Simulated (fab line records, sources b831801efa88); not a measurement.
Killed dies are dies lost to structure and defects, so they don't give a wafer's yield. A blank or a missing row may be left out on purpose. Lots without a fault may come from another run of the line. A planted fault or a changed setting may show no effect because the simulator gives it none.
Which tool did it? | flow gf180mcu | 14 lots, 41 wafers sampled, at 4 steps of a route of 602

WHAT THE GAUGES READ, wafer by wafer
The record holds no reading of a measuring or inspecting step that can be judged against a usual standard deviation.

WHICH TOOL RAN EACH LOT (tool, then ch and the chambers of the sampled wafers, then the start)
lot  | GF_CONTACT_SPUTTER_23        | GF_V1_CVD_02                    | GF_V1_DEVELOP_13                  | GF_V1_SPUTTER_22
L516 | pvd_sputter-04, day 16 07:26 | pecvd-04 ch 0,1, day 17 08:14   | litho_track-01 ch 0, day 18 08:25 | pvd_sputter-04, day 18 09:28
L518 | pvd_sputter-04, day 17 06:56 | pecvd-02 ch 0,2, day 18 08:08   | litho_track-02 ch 0, day 19 08:27 | pvd_sputter-01, day 19 09:29
L519 | pvd_sputter-04, day 17 09:50 | pecvd-01 ch 0,1,2, day 18 11:57 | litho_track-02 ch 0, day 19 12:32 | pvd_sputter-04, day 19 13:32
L520 | pvd_sputter-03, day 17 18:53 | pecvd-01 ch 0,1,2, day 18 20:31 | litho_track-02 ch 0, day 19 21:05 | pvd_sputter-02, day 19 22:05
L521 | pvd_sputter-02, day 17 21:05 | pecvd-01 ch 0,1,2, day 18 22:50 | litho_track-04 ch 0, day 19 23:04 | pvd_sputter-04, day 20 00:02
L523 | pvd_sputter-04, day 19 02:26 | pecvd-04 ch 0, day 20 04:29     | litho_track-04 ch 0, day 21 05:24 | pvd_sputter-02, day 21 06:26
L524 | pvd_sputter-03, day 19 05:17 | pecvd-02 ch 0,1,2, day 20 07:42 | litho_track-02, day 21 07:42      | pvd_sputter-02, day 21 08:44
L525 | pvd_sputter-02, day 19 08:56 | pecvd-02 ch 0,1, day 20 10:34   | litho_track-02, day 21 10:42      | pvd_sputter-02, day 21 11:44
L533 | pvd_sputter-03, day 22 07:32 | pecvd-02 ch 0,2, day 23 08:12   | litho_track-04 ch 0, day 24 06:27 | pvd_sputter-04, day 24 07:35
L534 | pvd_sputter-03, day 22 21:32 | pecvd-01 ch 0,1,2, day 23 21:41 | litho_track-02 ch 0, day 24 20:15 | pvd_sputter-02, day 24 21:17
L535 | pvd_sputter-02, day 22 22:20 | pecvd-04 ch 1,2, day 23 22:37   | litho_track-01 ch 0, day 24 20:53 | pvd_sputter-01, day 24 21:55
L536 | pvd_sputter-02, day 23 04:53 | pecvd-02 ch 0,1,2, day 24 04:56 | litho_track-02 ch 0, day 25 03:03 | pvd_sputter-04, day 25 04:09
L537 | pvd_sputter-02, day 23 15:38 | pecvd-01 ch 0,1,2, day 24 15:25 | litho_track-02 ch 0, day 25 13:09 | pvd_sputter-02, day 25 14:11
L539 | pvd_sputter-03, day 24 06:50 | pecvd-01 ch 1,2, day 25 06:06   | litho_track-01 ch 0, day 26 03:20 | pvd_sputter-02, day 26 04:21
- GF_CONTACT_SPUTTER_23: material TiN, target thk 10 nm, time 40 s.
- GF_V1_CVD_02: deposits SiO2 from TEOS, target thk 850 nm, time 94.851 s.
- GF_V1_DEVELOP_13: develop time 60 s.
- GF_V1_SPUTTER_22: material TiN, target thk 10 nm, time 40 s.

WHAT THE TOOLS THEMSELVES READ (means of the sampled wafers that have a number; where no wafer has one, the mark that the record gives instead)
GF_CONTACT_SPUTTER_23.
lot  | tool           | chamber_pressure_pa (Pa) | throttle_valve_pct (%)
L516 | pvd_sputter-04 | 4.991                    | 30.7
L518 | pvd_sputter-04 | 5.003                    | 30.4
L519 | pvd_sputter-04 | 4.992                    | 30.2
L520 | pvd_sputter-03 | 4.993                    | 31.3
L521 | pvd_sputter-02 | 4.999                    | 29.9
L523 | pvd_sputter-04 | 4.995                    | 29.8
L524 | pvd_sputter-03 | 5.000                    | 30.4
L525 | pvd_sputter-02 | 5.006                    | 29.2
L533 | pvd_sputter-03 | 4.990                    | 30.9
L534 | pvd_sputter-03 | 5.004                    | 30.2
L535 | pvd_sputter-02 | 4.993                    | 29.2
L536 | pvd_sputter-02 | 5.010                    | 29.3
L537 | pvd_sputter-02 | 4.999                    | 29.1
L539 | pvd_sputter-03 | 4.991                    | 29.9

GF_V1_CVD_02.
lot  | tool     | heater_power_outer_w (W) | heater_power_w (W)
L516 | pecvd-04 | 329                      | 617
L518 | pecvd-02 | 397                      | 706
L519 | pecvd-01 | 376                      | 648
L520 | pecvd-01 | 353                      | 608
L521 | pecvd-01 | 379                      | 659
L523 | pecvd-04 | 296                      | 549
L524 | pecvd-02 | 364                      | 627
L525 | pecvd-02 | 291                      | 519
L533 | pecvd-02 | 429                      | 729
L534 | pecvd-01 | 363                      | 613
L535 | pecvd-04 | 336                      | 627
L536 | pecvd-02 | 321                      | 573
L537 | pecvd-01 | 341                      | 590
L539 | pecvd-01 | 390                      | 636

GF_V1_DEVELOP_13.
lot  | tool           | chill_plate_temp_C (C)
L516 | litho_track-01 | 23.03
L518 | litho_track-02 | 23.00
L519 | litho_track-02 | 22.90
L520 | litho_track-02 | 23.02
L521 | litho_track-04 | 22.87
L523 | litho_track-04 | 23.01
L524 | litho_track-02 | -
L525 | litho_track-02 | -
L533 | litho_track-04 | 22.95
L534 | litho_track-02 | 22.98
L535 | litho_track-01 | 22.93
L536 | litho_track-02 | 23.11
L537 | litho_track-02 | 22.95
L539 | litho_track-01 | 23.03

GF_V1_SPUTTER_22.
lot  | tool           | chamber_pressure_pa (Pa) | throttle_valve_pct (%)
L516 | pvd_sputter-04 | 5.011                    | 30.6
L518 | pvd_sputter-01 | 4.998                    | 30.0
L519 | pvd_sputter-04 | 4.989                    | 30.2
L520 | pvd_sputter-02 | 5.007                    | 30.0
L521 | pvd_sputter-04 | 5.002                    | 30.0
L523 | pvd_sputter-02 | 5.002                    | 28.8
L524 | pvd_sputter-02 | 5.003                    | 29.2
L525 | pvd_sputter-02 | 5.000                    | 29.2
L533 | pvd_sputter-04 | 4.998                    | 30.3
L534 | pvd_sputter-02 | 4.997                    | 29.8
L535 | pvd_sputter-01 | 5.002                    | 29.5
L536 | pvd_sputter-04 | 5.006                    | 30.2
L537 | pvd_sputter-02 | 5.002                    | 29.2
L539 | pvd_sputter-02 | 4.983                    | 29.2

THE ANSWER, worked out from the rows above alone
Rule: what is usual is taken from the lots themselves. Put in order of their means at a reading, lots are off if they are a third of the lots or fewer, leave a main group of 4 or more, and stand apart from it by a gap of 3 or more times the standard deviation of the main group's means; of several such gaps the widest counts. A main group whose means are all the same, to the digits that the tables above print for the reading, isn't used. A lot without any number at a reading at which 4 lots or more have one is off too. The other lots that the step has rows for count as sound. The gauges are gone through in route order, then the tools' own readings, and for those a lot's mean is taken as printed above. The first step at which some lot is off is used, and at that step the reading that is off furthest; a lot without a number counts as furthest.
Off: L524, L525, at GF_V1_DEVELOP_13 (chill_plate_temp_C). Without a number there: L524, L525. The main group: mean 22.98 C, standard deviation 0.063.
A tool fits if, at that step or a process step before it, it ran every lot that is off, and no sound lot after the first of them. None of those tried fits.

WHAT THE SIMULATOR HAD PUT IN
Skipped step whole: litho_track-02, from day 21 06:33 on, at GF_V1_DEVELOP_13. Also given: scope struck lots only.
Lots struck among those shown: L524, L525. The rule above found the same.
